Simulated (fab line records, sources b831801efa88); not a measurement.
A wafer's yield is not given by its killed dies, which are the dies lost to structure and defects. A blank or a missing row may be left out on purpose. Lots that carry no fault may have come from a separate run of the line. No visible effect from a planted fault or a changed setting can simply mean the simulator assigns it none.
What tool caused it? || flow gf180mcu || 37 wafers from 13 lots sampled at 2 of the route's 602 steps

== WHAT EACH GAUGE READ, for each wafer ==
GF_M5_CD_MEAS_07 targets a cd of 280 nm. Usual: cd_nm at 280.2 nm, with a standard deviation of 1.3.
{"lot": "L109", "measured": "day 26 06:47", "on": "cd_sem-01", "cd_nm (nm)": "281.5 281.5 281.9", "flag": ""}
{"lot": "L110", "measured": "day 26 21:11", "on": "cd_sem-02", "cd_nm (nm)": "280.6 280.1 281.0", "flag": ""}
{"lot": "L111", "measured": "day 27 06:11", "on": "cd_sem-02", "cd_nm (nm)": "280.2 279.4 280.4", "flag": ""}
{"lot": "L112", "measured": "day 27 12:26", "on": "cd_sem-01", "cd_nm (nm)": "279.8 278.8 279.9", "flag": ""}
{"lot": "L113", "measured": "day 28 02:08", "on": "cd_sem-01", "cd_nm (nm)": "278.4 280.2 280.6", "flag": ""}
{"lot": "L114", "measured": "day 28 04:49", "on": "cd_sem-01", "cd_nm (nm)": "278.7 279.6 280.2", "flag": ""}
{"lot": "L115", "measured": "day 28 08:03", "on": "cd_sem-01", "cd_nm (nm)": "280.5 279.9 280.1", "flag": ""}
{"lot": "L116", "measured": "day 28 15:29", "on": "cd_sem-02", "cd_nm (nm)": "278.9 279.0 279.1", "flag": ""}
{"lot": "L119", "measured": "day 29 14:56", "on": "cd_sem-01", "cd_nm (nm)": "279.6 280.2 281.0", "flag": ""}
{"lot": "L120", "measured": "day 29 16:02", "on": "cd_sem-01", "cd_nm (nm)": "279.9 279.7 278.9", "flag": ""}
{"lot": "L129", "measured": "day 32 05:04", "on": "cd_sem-02", "cd_nm (nm)": 282.6, "flag": ""}
{"lot": "L131", "measured": "day 32 16:22", "on": "cd_sem-02", "cd_nm (nm)": 280.0, "flag": ""}
{"lot": "L132", "measured": "day 32 22:10", "on": "cd_sem-02", "cd_nm (nm)": "279.3 279.0 279.7", "flag": ""}

== TOOL THAT RAN EACH LOT (tool first, then ch and the chambers of the sampled wafers, then the start) ==
{"lot": "L109", "GF_HV_LDD_ETCHBACK_58": "rie_diel-02 ch 0,2, day 12 11:19"}
{"lot": "L110", "GF_HV_LDD_ETCHBACK_58": "rie_diel-04 ch 0,1,2, day 12 23:40"}
{"lot": "L111", "GF_HV_LDD_ETCHBACK_58": "rie_diel-02 ch 0,1, day 13 09:25"}
{"lot": "L112", "GF_HV_LDD_ETCHBACK_58": "rie_diel-04 ch 1,2,3, day 13 16:43"}
{"lot": "L113", "GF_HV_LDD_ETCHBACK_58": "rie_diel-02 ch 1,2,3, day 14 06:08"}
{"lot": "L114", "GF_HV_LDD_ETCHBACK_58": "rie_diel-04 ch 0,2,3, day 14 09:08"}
{"lot": "L115", "GF_HV_LDD_ETCHBACK_58": "rie_diel-02 ch 0,3, day 14 14:11"}
{"lot": "L116", "GF_HV_LDD_ETCHBACK_58": "rie_diel-02 ch 1,2, day 14 21:03"}
{"lot": "L119", "GF_HV_LDD_ETCHBACK_58": "rie_diel-02 ch 0,1,2, day 15 21:53"}
{"lot": "L120", "GF_HV_LDD_ETCHBACK_58": "rie_diel-01 ch 0,2,3, day 16 03:08"}
{"lot": "L129", "GF_HV_LDD_ETCHBACK_58": "rie_diel-02 ch 1,2, day 19 08:48"}
{"lot": "L131", "GF_HV_LDD_ETCHBACK_58": "rie_diel-02 ch 0,2, day 20 02:13"}
{"lot": "L132", "GF_HV_LDD_ETCHBACK_58": "rie_diel-01 ch 0,2,3, day 20 07:37"}
- GF_HV_LDD_ETCHBACK_58: etches Si3N4 in CH3F/O2, stops on SiO2, time 100 s, target depth 90 nm.

== WHAT THE TOOLS THEMSELVES READ (means of the sampled wafers that have a number; where no wafer has one, the mark that the record gives instead) ==
GF_HV_LDD_ETCHBACK_58. Usual: O2_flow_sccm 29.99 sccm, standard deviation 0.094; drypump_motor_current_A 5.7 A, standard deviation 0.43; oes_product_au 0.845 a.u., standard deviation 0.0065; rf_fwd_power_W 397.5 W, standard deviation 1.5; throttle_valve_pct 10.563 %, standard deviation 0.0092.
{"lot": "L109", "tool": "rie_diel-02", "O2_flow_sccm (sccm)": 29.98, "drypump_motor_current_A (A)": 5.3, "oes_product_au (a.u.)": 0.850, "rf_fwd_power_W (W)": 396.3, "throttle_valve_pct (%)": 10.559, "flag": ""}
{"lot": "L110", "tool": "rie_diel-04", "O2_flow_sccm (sccm)": 29.93, "drypump_motor_current_A (A)": 5.8, "oes_product_au (a.u.)": 0.847, "rf_fwd_power_W (W)": 397.4, "throttle_valve_pct (%)": 10.567, "flag": ""}
{"lot": "L111", "tool": "rie_diel-02", "O2_flow_sccm (sccm)": 30.08, "drypump_motor_current_A (A)": 5.4, "oes_product_au (a.u.)": 0.842, "rf_fwd_power_W (W)": 398.2, "throttle_valve_pct (%)": 10.558, "flag": ""}
{"lot": "L112", "tool": "rie_diel-04", "O2_flow_sccm (sccm)": 29.99, "drypump_motor_current_A (A)": 5.8, "oes_product_au (a.u.)": 0.847, "rf_fwd_power_W (W)": 398.6, "throttle_valve_pct (%)": 10.563, "flag": ""}
{"lot": "L113", "tool": "rie_diel-02", "O2_flow_sccm (sccm)": 29.99, "drypump_motor_current_A (A)": 5.6, "oes_product_au (a.u.)": 0.846, "rf_fwd_power_W (W)": 396.6, "throttle_valve_pct (%)": 10.556, "flag": ""}
{"lot": "L114", "tool": "rie_diel-04", "O2_flow_sccm (sccm)": 30.01, "drypump_motor_current_A (A)": 5.9, "oes_product_au (a.u.)": 0.847, "rf_fwd_power_W (W)": 398.3, "throttle_valve_pct (%)": 10.561, "flag": ""}
{"lot": "L115", "tool": "rie_diel-02", "O2_flow_sccm (sccm)": 30.04, "drypump_motor_current_A (A)": 5.1, "oes_product_au (a.u.)": 0.842, "rf_fwd_power_W (W)": 396.7, "throttle_valve_pct (%)": 10.563, "flag": ""}
{"lot": "L116", "tool": "rie_diel-02", "O2_flow_sccm (sccm)": 30.03, "drypump_motor_current_A (A)": 5.8, "oes_product_au (a.u.)": 0.841, "rf_fwd_power_W (W)": 398.3, "throttle_valve_pct (%)": 10.561, "flag": ""}
{"lot": "L119", "tool": "rie_diel-02", "O2_flow_sccm (sccm)": 29.96, "drypump_motor_current_A (A)": 5.6, "oes_product_au (a.u.)": 0.843, "rf_fwd_power_W (W)": 397.2, "throttle_valve_pct (%)": 10.565, "flag": ""}
{"lot": "L120", "tool": "rie_diel-01", "O2_flow_sccm (sccm)": 30.02, "drypump_motor_current_A (A)": 6.0, "oes_product_au (a.u.)": 0.844, "rf_fwd_power_W (W)": 397.5, "throttle_valve_pct (%)": 10.568, "flag": ""}
{"lot": "L129", "tool": "rie_diel-02", "O2_flow_sccm (sccm)": 29.99, "drypump_motor_current_A (A)": 5.8, "oes_product_au (a.u.)": 0.841, "rf_fwd_power_W (W)": 397.6, "throttle_valve_pct (%)": 10.567, "flag": ""}
{"lot": "L131", "tool": "rie_diel-02", "O2_flow_sccm (sccm)": 30.04, "drypump_motor_current_A (A)": 5.5, "oes_product_au (a.u.)": 0.834, "rf_fwd_power_W (W)": 397.4, "throttle_valve_pct (%)": 10.572, "flag": ""}
{"lot": "L132", "tool": "rie_diel-01", "O2_flow_sccm (sccm)": 30.07, "drypump_motor_current_A (A)": 6.1, "oes_product_au (a.u.)": 0.841, "rf_fwd_power_W (W)": 396.2, "throttle_valve_pct (%)": 10.560, "flag": ""}

== THE ANSWER, worked out from the rows above alone ==
Rule: a lot is off if the mean of its wafers that have a number lies more than 3 standard deviations from the usual mean. A lot without any number at a reading at which 4 lots or more have one is off too. Where the step has rows for the other lots, those lots are counted as sound. First the gauges in route order, then the tools' own readings, where a lot's mean is used as printed above. At the first step where some lot is off, the reading lying furthest off is the one used; lots without a number count as furthest.
None of the lots is off at any reading shown; this tells nothing.

== WHAT THE SIMULATOR PUT IN ==
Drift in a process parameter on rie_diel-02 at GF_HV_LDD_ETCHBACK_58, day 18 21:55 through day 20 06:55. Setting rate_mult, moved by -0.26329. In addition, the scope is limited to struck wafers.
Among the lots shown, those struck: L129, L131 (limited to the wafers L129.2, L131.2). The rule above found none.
